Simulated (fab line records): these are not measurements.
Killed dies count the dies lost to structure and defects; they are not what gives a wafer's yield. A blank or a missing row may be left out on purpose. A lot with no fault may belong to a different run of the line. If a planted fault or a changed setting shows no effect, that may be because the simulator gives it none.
fab line records	flow sky130
[record] lots = 5	wafers = 14	last_day = 50
route steps=708 shown NWELL@63 PWDE@84 VT_ADJUST_HVTP@85 VT_ADJUST_LVTN@97 PAD_OPEN@708
lots that met no fault: from a run of the same line without faults
start_h: hours from the record's first day to the start of the lot's first wafer shown	wait_h: how many hours have passed since the lot's step before this one	" identical to the entry in the row above	L1.1+2: several wafers, shown together as one row	- no value, or no start was given	* or withheld: withheld	< > ~ a bound
route shown NAME@n: names a module that has steps shown in the file, with the first one's number in the route	usual: mean/standard deviation taken from wafers without a fault	same: alike in all rows	chamber/n: place in a boat	sites: each site's reading	_std_site: the values' standard deviation	_edge_site: outer sites' mean less inner sites'	radius_mm: for every site, how far away it sits from the centre of the wafer	mask NAME#n: copy n	behind: tool/chamber where the wafer was last shaped	hold: why the lot went on hold/how many hours it stayed there/how the hold came to an end	device: whichever transistor did not switch (one of n, p or np)	end of line: the tests these same wafers got at the end of their route	where a step has no rows: the recipe by itself	killed: not the wafer's yield, but the dies lost to structure and defects at the first sort	map: a wafer's dies, x killed, . not, _ none there
set.NAME: setting as actually run; set.NAME@STEP: the setting as run at that earlier step	model.NAME: the simulator's own value behind a step, which no gauge read
lots seen at some steps along the route; tables by step, rows by wafer
services: a tool's chamber out of use, with start hour (start_h, from the record's first day; less than 0 if before it), hours out, and reason
[[steps]]
[step SKY_NWELL_OVL_MEAS_10]
[usual] NWELL_00_OVL = 0.4/1.4
lot.wafer	tool	chamber	start_h	wait_h	NWELL_00_OVL[nm]
L768.2	overlay-02	-	115.72	-	0.3
L768.3	"	-	"	"	0.2
L768.4	"	-	"	"	0.8
L769.2	overlay-02	-	122.71	-	1.5
L769.5	"	-	"	"	1.6
L769.6	"	-	"	"	1.0
L776.1	overlay-01	-	162.51	-	0.4
L776.4	"	-	"	"	1.9
L776.5	"	-	"	"	0.6
L778.1	overlay-02	-	175.56	-	0.2
L778.5	"	-	"	"	0.8
L783.2	overlay-02	-	213.91	-	1.3
L783.3	"	-	"	"	0.4
L783.5	"	-	"	"	1.9
[step SKY_NWELL_IMPLANT_11]
[recipe] species = P	energy_kev = 400	dose_cm2 = 1.9e+13	tilt_deg = withheld
[step SKY_NWELL_IMPLANT_12]
[recipe] species = P	energy_kev = 120	dose_cm2 = 1.3e+12	tilt_deg = withheld
[step SKY_NWELL_IMPLANT_13]
[recipe] species = P	energy_kev = 50	dose_cm2 = 7e+11	tilt_deg = withheld
[step SKY_NWELL_STRIP_14]
[recipe] chemistry = O2/N2	power_w = 1400	pressure_mtorr = 1500	platen_temp_c = withheld	o2_flow_sccm = 3000	n2_flow_sccm = 300	overash_fraction = 0.5
[usual] chamber_pressure_mTorr = 1500.0/1.5	drypump_motor_current_A = 5.9/0.46	o2_flow_sccm = 3000/8.3	oes_product_au = 0.722/0.0049	strip_time_to_endpoint_s = 36.92/0.09
lot.wafer	tool	chamber	start_h	wait_h	chamber_pressure_mTorr	drypump_motor_current_A	o2_flow_sccm	oes_product_au	rf_hours_counter_h	strip_time_to_endpoint_s
L768.2	plasma_asher-02	0	116.20	0.1	1501.3	6.4	3016	0.721	30	36.94
L768.3	"	1	"	"	1500.3	6.3	3007	0.731	-	37.01
L768.4	"	0	"	"	1502.1	6.4	3006	0.720	-	36.88
L769.2	plasma_asher-01	0	123.19	0.1	1500.0	5.4	3001	0.723	41	36.88
L769.5	"	1	"	"	1500.4	5.9	2997	0.722	-	36.88
L769.6	"	0	"	"	1501.0	5.4	2998	0.727	-	36.90
L776.1	plasma_asher-01	0	163.00	0.1	1500.7	5.4	3003	0.725	45	36.98
L776.4	"	1	"	"	1498.4	5.9	3003	0.732	-	36.81
L776.5	"	1	"	"	1499.6	5.9	3010	0.716	-	36.82
L778.1	plasma_asher-01	0	176.05	0.1	1500.8	5.4	2991	0.721	46	36.92
L778.5	"	0	"	"	1499.3	5.4	3009	0.724	-	36.85
L783.2	plasma_asher-01	0	214.39	0.1	1501.2	5.4	2991	0.725	50	36.78
L783.3	"	0	"	"	1500.9	5.4	2986	0.718	-	36.91
L783.5	"	1	"	"	1498.6	5.9	2987	0.723	-	36.84
[step SKY_NWELL_TW_MEAS_15]
[usual] NWELL_TW = 1824/16
lot.wafer	tool	chamber	start_h	wait_h	NWELL_TW
L768.2	film_metro-02	-	116.31	0.1	1833
L768.3	"	-	"	"	1840
L768.4	"	-	"	"	1830
L769.2	film_metro-02	-	123.30	0.1	1846
L769.5	"	-	"	"	1848
L769.6	"	-	"	"	1838
L776.1	film_metro-01	-	163.10	0.1	1825
L776.4	"	-	"	"	1820
L776.5	"	-	"	"	1817
L778.1	film_metro-03	-	176.15	0.1	1808
L778.5	"	-	"	"	1821
L783.2	film_metro-03	-	214.50	0.1	1800
L783.3	"	-	"	"	1806
L783.5	"	-	"	"	1798
[step SKY_NWELL_DEHYDRATE_16]
[recipe] temp_c = 200	time_s = 60
[step SKY_NWELL_HMDS_17]
[recipe] prime_time_s = 60	prime_temp_c = 120
[step SKY_NWELL_COAT_18]
[recipe] spin_rpm = 2000	resist_thk_nm = 3000
[step SKY_NWELL_SOFTBAKE_19]
[recipe] temp_c = 110	time_s = withheld
[step SKY_NWELL_EXPOSE_20]
[recipe] mask_id = NWM_COMPLEMENT	na = 0.6	source_shape = conventional	sigma_outer = 0.6	polarization = unpolarized	target_cd_nm = 840	dose_mj = 260
[step SKY_NWELL_PEB_21]
[recipe] temp_c = 115	time_s = withheld
[step SKY_NWELL_DEVELOP_22]
[recipe] wall_angle_deg = 90	developer = TMAH	develop_time_s = 60	dev_temp_c = 23
lot.wafer	tool	chamber	start_h	wait_h
L768.2+3+4	litho_track-02	0	134	-
L769.2+5+6	litho_track-04	0	142	-
L776.1+4+5	litho_track-02	0	182	-
L778.1+5	litho_track-04	0	197	-
L783.2+3+5	litho_track-01	0	237	-
[step SKY_NWELL_OVL_MEAS_23]
[usual] NWELL_01_OVL = -0.9/1.6
lot.wafer	tool	chamber	start_h	wait_h	NWELL_01_OVL[nm]
L768.2	overlay-01	-	135.01	-	-1.6
L768.3	"	-	"	"	-2.9
L768.4	"	-	"	"	-0.5
L769.2	overlay-02	-	142.31	-	0.9
L769.5	"	-	"	"	2.1
L769.6	"	-	"	"	1.7
L776.1	overlay-02	-	183.05	-	-2.2
L776.4	"	-	"	"	-3.1
L776.5	"	-	"	"	-2.4
L778.1	overlay-02	-	197.96	-	-0.5
L778.5	"	-	"	"	-0.4
L783.2	overlay-01	-	238.07	-	-1.4
L783.3	"	-	"	"	-1.3
L783.5	"	-	"	"	-0.9
[step SKY_NWELL_IMPLANT_24]
[recipe] species = B	energy_kev = 140	dose_cm2 = 9.2e+12	tilt_deg = withheld
[step SKY_NWELL_STRIP_25]
[recipe] chemistry = O2/N2	power_w = 1400	pressure_mtorr = 1500	platen_temp_c = withheld	o2_flow_sccm = 3000	n2_flow_sccm = 300	overash_fraction = 0.5
[usual] chamber_pressure_mTorr = 1500.0/1.4	drypump_motor_current_A = 5.9/0.46	o2_flow_sccm = 3001/9.5	oes_product_au = 0.722/0.0046	strip_time_to_endpoint_s = 36.89/0.088
lot.wafer	tool	chamber	start_h	wait_h	chamber_pressure_mTorr	drypump_motor_current_A	o2_flow_sccm	oes_product_au	rf_hours_counter_h	strip_time_to_endpoint_s
L768.2	plasma_asher-01	0	135.19	0.1	1500.0	5.4	3003	0.726	42	36.88
L768.3	"	1	"	"	1499.0	5.9	2989	0.719	-	36.87
L768.4	"	0	"	"	1497.8	5.4	3001	0.727	-	36.84
L769.2	plasma_asher-01	1	142.49	0.1	1498.4	5.9	3000	0.727	43	36.96
L769.5	"	0	"	"	1499.1	5.4	2981	0.720	-	36.86
L769.6	"	1	"	"	1499.7	5.9	3005	0.715	-	37.01
L776.1	plasma_asher-04	0	183.24	0.1	1499.7	6.3	3000	0.722	49	36.83
L776.4	"	1	"	"	1499.4	5.0	2996	0.727	-	36.78
L776.5	"	0	"	"	1500.1	6.3	3012	0.716	-	36.88
L778.1	plasma_asher-02	0	198.14	0.1	1502.6	6.4	2992	0.718	39	36.90
L778.5	"	1	"	"	1499.2	6.3	3017	0.723	-	36.86
L783.2	plasma_asher-02	1	238.25	0.1	1500.4	6.3	2978	0.731	43	36.89
L783.3	"	0	"	"	1497.6	6.4	2986	0.714	-	36.91
L783.5	"	0	"	"	1497.6	6.4	2994	0.723	-	36.83
[step SKY_NWELL_TW_MEAS_26]
[usual] NWELL_2_TW = 500/5
lot.wafer	tool	chamber	start_h	wait_h	NWELL_2_TW
L768.2	film_metro-03	-	135.30	0.1	495
L768.3	"	-	"	"	495
L768.4	"	-	"	"	491
L769.2	film_metro-03	-	142.60	0.1	492
L769.5	"	-	"	"	492
L769.6	"	-	"	"	490
L776.1	film_metro-01	-	183.34	0.1	495
L776.4	"	-	"	"	495
L776.5	"	-	"	"	497
L778.1	film_metro-03	-	198.24	0.1	489
L778.5	"	-	"	"	490
L783.2	film_metro-02	-	238.36	0.1	503
L783.3	"	-	"	"	505
L783.5	"	-	"	"	505
[step SKY_NWELL_CLEAN_27]
[recipe] chemistry = SC1/SC2	mix = 1:4:20	temp_c = 70	time_s = 150	dry = n2_spin
[step SKY_NWELL_RTA_28]
[recipe] temp_c = 1050	time_s = 30	idle_temp_c = 650	ramp_up_c_per_s = 150	ramp_down_c_per_s = 90	ambient = N2
[usual] lamp_power_pct = 25.31/0.055	ramp_down_c_per_s = 90.003/0.018	wafer_temp_C_max = 1054.8/0.88
lot.wafer	tool	chamber	start_h	wait_h	lamp_power_pct	ramp_down_c_per_s	wafer_temp_C_max
L768.2	rtp_anneal-02	0	135.42	0.0	25.39	90.008	1054.9
L768.3	"	0	"	"	25.31	89.961	1054.7
L768.4	"	0	"	"	25.27	89.993	1056.8
L769.2	rtp_anneal-02	0	142.72	0.0	25.22	90.013	1054.6
L769.5	"	0	"	"	25.34	89.992	1054.0
L769.6	"	0	"	"	25.40	90.018	1053.7
L776.1	rtp_anneal-01	0	183.45	0.0	25.34	90.040	1054.0
L776.4	"	0	"	"	25.34	90.025	1055.4
L776.5	"	0	"	"	25.39	90.005	1053.0
L778.1	rtp_anneal-02	0	198.50	0.0	25.34	89.998	1054.6
L778.5	"	0	"	"	25.38	90.001	1054.7
L783.2	rtp_anneal-01	0	238.48	0.0	25.31	90.016	1055.2
L783.3	"	0	"	"	25.30	90.026	1054.9
L783.5	"	0	"	"	25.33	90.032	1054.2
[step SKY_NWELL_RS_MEAS_29]
[recipe] thk_meas_gauge = four-point-probe
[usual] NWELL_RS = 625.2/1.6
lot.wafer	tool	chamber	start_h	wait_h	NWELL_RS[ohm/sq]
L768.2	film_metro-03	-	135.52	0.1	627.8
L768.3	"	-	"	"	625.0
L768.4	"	-	"	"	625.9
L769.2	film_metro-02	-	142.83	0.1	622.6
L769.5	"	-	"	"	622.2
L769.6	"	-	"	"	624.0
L776.1	film_metro-02	-	183.55	0.1	623.7
L776.4	"	-	"	"	624.3
L776.5	"	-	"	"	623.8
L778.1	film_metro-01	-	198.60	0.1	624.9
L778.5	"	-	"	"	622.2
L783.2	film_metro-03	-	238.58	0.1	626.5
L783.3	"	-	"	"	627.1
L783.5	"	-	"	"	626.1
[step SKY_NWELL_RS_MEAS_31]
[recipe] thk_meas_gauge = four-point-probe
[usual] PWDE_RS = 5280/22
lot.wafer	tool	chamber	start_h	wait_h	PWDE_RS[ohm/sq]
L768.2	film_metro-03	-	135.76	0.1	5323
L768.3	"	-	"	"	5302
L768.4	"	-	"	"	5303
L769.2	film_metro-02	-	143.07	0.1	5293
L769.5	"	-	"	"	5304
L769.6	"	-	"	"	5283
L776.1	film_metro-02	-	183.79	0.1	5300
L776.4	"	-	"	"	5282
L776.5	"	-	"	"	5298
L778.1	film_metro-01	-	198.84	0.1	5302
L778.5	"	-	"	"	5284
L783.2	film_metro-03	-	238.82	0.1	5291
L783.3	"	-	"	"	5273
L783.5	"	-	"	"	5261
[step SKY_VT_ADJUST_HVTP_DEHYDRATE_00]
[recipe] temp_c = 200	time_s = 60
[step SKY_VT_ADJUST_HVTP_HMDS_01]
[recipe] prime_time_s = 60	prime_temp_c = 120
[step SKY_VT_ADJUST_HVTP_COAT_02]
[recipe] resist = NOVOLAK	spin_rpm = 3000	resist_thk_nm = 1140
[step SKY_VT_ADJUST_HVTP_SOFTBAKE_03]
[recipe] temp_c = 90	time_s = 60	resist = NOVOLAK
[step SKY_VT_ADJUST_HVTP_EXPOSE_04]
[recipe] mask_id = HVTPM	na = 0.6	source_shape = conventional	sigma_outer = 0.6	polarization = unpolarized	target_cd_nm = 380	dose_mj = 140
[step SKY_VT_ADJUST_HVTP_PEB_05]
[recipe] temp_c = withheld	time_s = *	resist = NOVOLAK
[step SKY_VT_ADJUST_HVTP_DEVELOP_06]
[recipe] resist = NOVOLAK	developer = TMAH	develop_time_s = 60	dev_temp_c = 23
[step SKY_VT_ADJUST_HVTP_CD_MEAS_07]
[recipe] target_cd_nm = 380
[usual] cd_nm = 379.9/2.7
lot.wafer	tool	chamber	start_h	wait_h	cd_nm
L768.2	cd_sem-01	-	155.54	0.1	381.8
L768.3	"	-	"	"	380.8
L768.4	"	-	"	"	384.4
L769.2	cd_sem-01	-	162.18	0.1	380.5
L769.5	"	-	"	"	381.8
L769.6	"	-	"	"	381.7
L776.1	cd_sem-01	-	206.01	0.1	375.1
L776.4	"	-	"	"	377.0
L776.5	"	-	"	"	376.5
L778.1	cd_sem-01	-	219.30	0.1	379.5
L778.5	"	-	"	"	379.2
L783.2	cd_sem-01	-	263.54	0.1	383.7
L783.3	"	-	"	"	384.9
L783.5	"	-	"	"	386.9
[step SKY_VT_ADJUST_HVTP_OVL_MEAS_08]
[usual] VT_ADJUST_HVTP_OVL = -0.5/1.2
lot.wafer	tool	chamber	start_h	wait_h	VT_ADJUST_HVTP_OVL[nm]
L768.2	overlay-02	-	155.65	0.1	1.8
L768.3	"	-	"	"	1.4
L768.4	"	-	"	"	-0.1
L769.2	overlay-02	-	162.29	0.1	1.5
L769.5	"	-	"	"	-0.4
L769.6	"	-	"	"	0.2
L776.1	overlay-02	-	206.13	0.1	-1.7
L776.4	"	-	"	"	-2.5
L776.5	"	-	"	"	-1.8
L778.1	overlay-02	-	219.42	0.1	1.8
L778.5	"	-	"	"	-0.2
L783.2	overlay-01	-	263.65	0.1	-2.2
L783.3	"	-	"	"	-0.9
L783.5	"	-	"	"	-1.1
[step SKY_VT_ADJUST_HVTP_IMPLANT_09]
[recipe] species = As	energy_kev = 150	dose_cm2 = 4.3e+12	tilt_deg = withheld
[step SKY_VT_ADJUST_HVTP_STRIP_10]
[recipe] chemistry = O2/N2	power_w = 1400	pressure_mtorr = 1500	platen_temp_c = withheld	o2_flow_sccm = 3000	n2_flow_sccm = 300	overash_fraction = 0.5
[usual] chamber_pressure_mTorr = 1500.0/1.5	drypump_motor_current_A = 5.6/0.43	o2_flow_sccm = 2999/11	oes_product_au = 0.716/0.0045	strip_time_to_endpoint_s = 14.18/0.038
lot.wafer	tool	chamber	start_h	wait_h	chamber_pressure_mTorr	drypump_motor_current_A	o2_flow_sccm	oes_product_au	rf_hours_counter_h	strip_time_to_endpoint_s
L768.2	plasma_asher-03	0	155.83	0.1	1500.1	5.8	3014	0.715	4	14.16
L768.3	"	1	"	"	1497.0	5.3	3011	0.719	-	14.18
L768.4	"	0	"	"	1501.0	5.7	3004	0.714	-	14.16
L769.2	plasma_asher-03	1	162.47	0.1	1502.9	5.3	3017	0.722	5	14.16
L769.5	"	0	"	"	1502.4	5.7	2987	0.718	-	14.15
L769.6	"	1	"	"	1500.0	5.4	2999	0.718	-	14.19
L776.1	plasma_asher-03	1	206.32	0.1	1499.2	5.3	3007	0.715	9	14.22
L776.4	"	0	"	"	1501.3	5.7	2996	0.713	-	14.18
L776.5	"	1	"	"	1498.6	5.3	2999	0.707	-	14.20
L778.1	plasma_asher-04	0	219.61	0.1	1497.2	6.3	2993	0.720	52	14.20
L778.5	"	1	"	"	1499.6	5.1	3006	0.719	-	14.20
L783.2	plasma_asher-04	1	263.83	0.1	1499.1	5.1	3005	0.722	57	14.18
L783.3	"	0	"	"	1501.1	6.3	3008	0.714	-	14.16
L783.5	"	1	"	"	1501.4	5.1	3003	0.716	-	14.13
[step SKY_VT_ADJUST_HVTP_TW_MEAS_11]
[usual] VT_ADJUST_HVTP_TW = 1367/13
lot.wafer	tool	chamber	start_h	wait_h	VT_ADJUST_HVTP_TW
L768.2	film_metro-02	-	155.94	0.1	1381
L768.3	"	-	"	"	1380
L768.4	"	-	"	"	1376
L769.2	film_metro-02	-	162.58	0.1	1371
L769.5	"	-	"	"	1374
L769.6	"	-	"	"	1376
L776.1	film_metro-04	-	206.42	0.1	1364
L776.4	"	-	"	"	1362
L776.5	"	-	"	"	1352
L778.1	film_metro-04	-	219.71	0.1	1362
L778.5	"	-	"	"	1363
L783.2	film_metro-02	-	263.94	0.1	1372
L783.3	"	-	"	"	1369
L783.5	"	-	"	"	1375
[step SKY_VT_ADJUST_LVTN_DEHYDRATE_00]
[recipe] temp_c = 200	time_s = 60
[step SKY_VT_ADJUST_LVTN_HMDS_01]
[recipe] prime_time_s = 60	prime_temp_c = 120
[step SKY_VT_ADJUST_LVTN_COAT_02]
[recipe] spin_rpm = 2000	resist_thk_nm = 3000
[step SKY_VT_ADJUST_LVTN_SOFTBAKE_03]
[recipe] temp_c = 110	time_s = withheld
[step SKY_VT_ADJUST_LVTN_EXPOSE_04]
[recipe] mask_id = NWM_COMPLEMENT_LESS_NATIVE	na = 0.6	source_shape = conventional	sigma_outer = 0.6	polarization = unpolarized	target_cd_nm = 840	dose_mj = 194
[step SKY_VT_ADJUST_LVTN_PEB_05]
[recipe] temp_c = 115	time_s = withheld
[step SKY_VT_ADJUST_LVTN_DEVELOP_06]
[recipe] wall_angle_deg = 90	developer = TMAH	develop_time_s = 60	dev_temp_c = 23
[step SKY_VT_ADJUST_LVTN_OVL_MEAS_07]
[usual] VT_ADJUST_LVTN_OVL = -0.4/1.4
lot.wafer	tool	chamber	start_h	wait_h	VT_ADJUST_LVTN_OVL[nm]
L768.2	overlay-02	-	175.11	-	1.0
L768.3	"	-	"	"	-0.6
L768.4	"	-	"	"	1.4
L769.2	overlay-01	-	182.58	-	0.4
L769.5	"	-	"	"	0.9
L769.6	"	-	"	"	0.8
L776.1	overlay-02	-	229.36	-	0.9
L776.4	"	-	"	"	0.5
L776.5	"	-	"	"	1.0
L778.1	overlay-01	-	243.60	-	0.8
L778.5	"	-	"	"	2.2
L783.2	overlay-01	-	288.96	-	0.7
L783.3	"	-	"	"	2.8
L783.5	"	-	"	"	1.8
[step SKY_PAD_OPEN_PROBE_99]
[usual] killed_at_M0_to_M3 = 43/6.6	killed_at_M4_up = 3.2/1.8	killed_at_contacts = 24/5	killed_at_front_end = 15/4.5	killed_at_other = 0.2/0.46	killed_dies = 86/8.8	killed_open = 48/6.6	killed_short = 38/6.1
[same] gross_dies = 492	killed_at_back_side = 0
lot.wafer	tool	chamber	start_h	wait_h	killed_at_M0_to_M3	killed_at_M4_up	killed_at_contacts	killed_at_front_end	killed_at_other	killed_dies	killed_open	killed_short	model.etest.res_iso_pwell.width_nm	model.etest.res_nwell.width_nm
L768.2	prober-01	-	1110.94	0.1	51	6	29	17	0	103	55	48	2656	827.2
L768.3	prober-01	-	1110.99	0.2	41	1	21	18	1	82	47	35	2646	831.1
L768.4	prober-01	-	1111.04	0.2	44	1	33	16	0	94	48	46	2656	832.6
L769.2	prober-02	-	1113.98	0.1	39	4	19	15	1	78	44	34	2639	829.8
L769.5	prober-02	-	1114.13	0.2	37	5	28	21	0	91	48	43	2648	827
L769.6	prober-02	-	1114.18	0.2	43	2	24	16	1	86	50	36	2650	826.5
L776.1	prober-01	-	1178.48	0.1	50	3	19	20	0	92	45	47	2639	844
L776.4	prober-01	-	1178.63	0.2	41	3	20	15	0	79	49	30	2660	836.8
L776.5	prober-01	-	1178.68	0.2	43	2	22	18	0	85	52	33	2645	842.1
L778.1	prober-01	-	1181.58	0.1	44	1	17	17	0	79	39	40	2609	845.9
L778.5	prober-01	-	1181.78	0.2	44	3	24	16	0	87	47	40	2646	823.9
L783.2	prober-01	-	1194.74	0.1	48	3	20	19	0	90	44	46	2630	845.3
L783.3	prober-01	-	1194.79	0.2	43	4	21	24	0	92	52	40	2638	845.9
L783.5	prober-01	-	1194.89	0.2	43	3	17	14	0	77	47	30	2640	847.5
// killed by level:class
L768.2 CONTACT:geometric_particle:open=13 VIA2:geometric_particle:open=11 VIA1:geometric_particle:open=10 FIELD_ISO:geometric_particle:short=9 METAL1:geometric_particle:short=7 LI_CONTACT:geometric_particle:open=6 CONTACT:geometric_particle:short=6 VIA3:geometric_particle:open=6
L768.3 VIA1:geometric_particle:open=13 CONTACT:geometric_particle:open=8 FIELD_ISO:geometric_particle:short=7 VIA1:geometric_particle:short=7 LI_CONTACT:geometric_particle:open=5 VIA2:geometric_particle:open=5 METAL1:geometric_particle:short=5 SPACER:geometric_particle:open=4
L768.4 CONTACT:geometric_particle:open=11 VIA2:geometric_particle:open=10 CONTACT:geometric_particle:short=9 FIELD_ISO:geometric_particle:open=7 LI_CONTACT:geometric_particle:open=7 METAL2:geometric_particle:short=6 VIA2:geometric_particle:short=5 LOCAL_INTERCONNECT:geometric_particle:short=5
L769.2 VIA1:geometric_particle:open=12 CONTACT:geometric_particle:open=7 VIA3:geometric_particle:open=6 METAL1:geometric_particle:short=5 VIA1:geometric_particle:short=5 FIELD_ISO:geometric_particle:open=4 FIELD_ISO:geometric_particle:short=4 LI_CONTACT:geometric_particle:open=4
L769.5 VIA1:geometric_particle:open=10 LI_CONTACT:geometric_particle:open=9 VIA2:geometric_particle:open=8 METAL2:geometric_particle:short=7 LOCAL_INTERCONNECT:geometric_particle:short=6 CONTACT:geometric_particle:open=6 POLY_GATE:geometric_particle:short=5 FIELD_ISO:geometric_particle:open=4
L769.6 FIELD_ISO:geometric_particle:open=8 VIA1:geometric_particle:open=8 VIA2:geometric_particle:open=8 LI_CONTACT:geometric_particle:open=7 CONTACT:geometric_particle:open=7 VIA3:geometric_particle:open=6 VIA1:geometric_particle:short=6 CONTACT:geometric_particle:short=5
L776.1 LI_CONTACT:geometric_particle:open=9 FIELD_ISO:geometric_particle:short=7 METAL2:geometric_particle:short=7 VIA3:geometric_particle:open=7 VIA1:geometric_particle:open=6 FIELD_ISO:geometric_particle:open=5 METAL3:geometric_particle:short=5 CONTACT:geometric_particle:open=5
L776.4 VIA3:geometric_particle:open=9 VIA2:geometric_particle:open=7 CONTACT:geometric_particle:open=7 LI_CONTACT:geometric_particle:open=6 POLY_GATE:geometric_particle:open=4 POLY_GATE:geometric_particle:short=4 METAL1:geometric_particle:open=4 METAL1:geometric_particle:short=4
L776.5 VIA1:geometric_particle:open=12 VIA3:geometric_particle:open=10 POLY_GATE:geometric_particle:open=6 LI_CONTACT:geometric_particle:short=6 LI_CONTACT:geometric_particle:open=5 METAL1:geometric_particle:short=5 CONTACT:geometric_particle:open=5 CONTACT:geometric_particle:short=5
L778.1 CONTACT:geometric_particle:open=9 METAL1:geometric_particle:short=8 METAL2:geometric_particle:short=8 VIA1:geometric_particle:open=6 VIA2:geometric_particle:open=6 FIELD_ISO:geometric_particle:open=4 VIA1:geometric_particle:short=4 METAL3:geometric_particle:short=4
L778.5 METAL2:geometric_particle:short=12 VIA2:geometric_particle:open=8 CONTACT:geometric_particle:open=7 LI_CONTACT:geometric_particle:open=6 CONTACT:geometric_particle:short=6 VIA3:geometric_particle:open=6 FIELD_ISO:geometric_particle:open=5 VIA1:geometric_particle:open=5
L783.2 VIA1:geometric_particle:open=9 CONTACT:geometric_particle:open=8 VIA2:geometric_particle:open=7 METAL1:geometric_particle:short=6 VIA3:geometric_particle:open=6 FIELD_ISO:geometric_particle:short=5 CONTACT:geometric_particle:short=5 VIA1:geometric_particle:short=5
L783.3 CONTACT:geometric_particle:open=12 VIA1:geometric_particle:short=9 VIA1:geometric_particle:open=9 FIELD_ISO:geometric_particle:open=7 VIA2:geometric_particle:open=7 FIELD_ISO:geometric_particle:short=6 VIA3:geometric_particle:open=5 METAL1:geometric_particle:short=5
L783.5 VIA1:geometric_particle:open=15 CONTACT:geometric_particle:open=7 METAL1:geometric_particle:short=5 VIA2:geometric_particle:open=5 METAL2:geometric_particle:short=4 VIA3:geometric_particle:open=4 VIA3:geometric_particle:short=4 POLY_GATE:geometric_particle:short=3
[[services]]
tool	chamber	start_h	hours	kind
plasma_asher-03	-	108.75	9.0	pm
plasma_asher-03	0	108.75	9.0	vent_cycle
plasma_asher-03	1	108.75	9.0	vent_cycle
plasma_asher-03	0	117.75	-	clean
plasma_asher-03	1	117.75	-	clean
rtp_anneal-02	-	148.95	4.0	pm
plasma_asher-04	-	155.72	13.8	repair
plasma_asher-03	-	190.67	2.8	pm
plasma_asher-01	-	222.69	14.6	pm
plasma_asher-02	-	232.02	2.8	repair
[[key]]
first_sign none at tools or gauges
[model_effect] step = SKY_PAD_OPEN_PROBE_99	value = etest.res_iso_pwell.width_nm	without = 2648	struck = 2609
met_at SKY_NWELL_DEVELOP_22
struck_wafers L778.1
tester_left_out L778
onset_between 142 197
[fault] kind = process_parameter_drift	tool = litho_track-04	chamber = -	onset_h = 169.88	steps = SKY_NWELL_DEVELOP_22	channel = develop_time_s	offset = *	shape = step	end_h = 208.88	scope = struck_wafers_only	acts_in = *	stated = *
// tester_left_out: of these lots the tester's yield and bins aren't shown, on N5 and GAA mostly nor the transistor test; their killed dies are dies lost to structure and defects alone, not to doping, threshold or leakage, so they don't give the yield
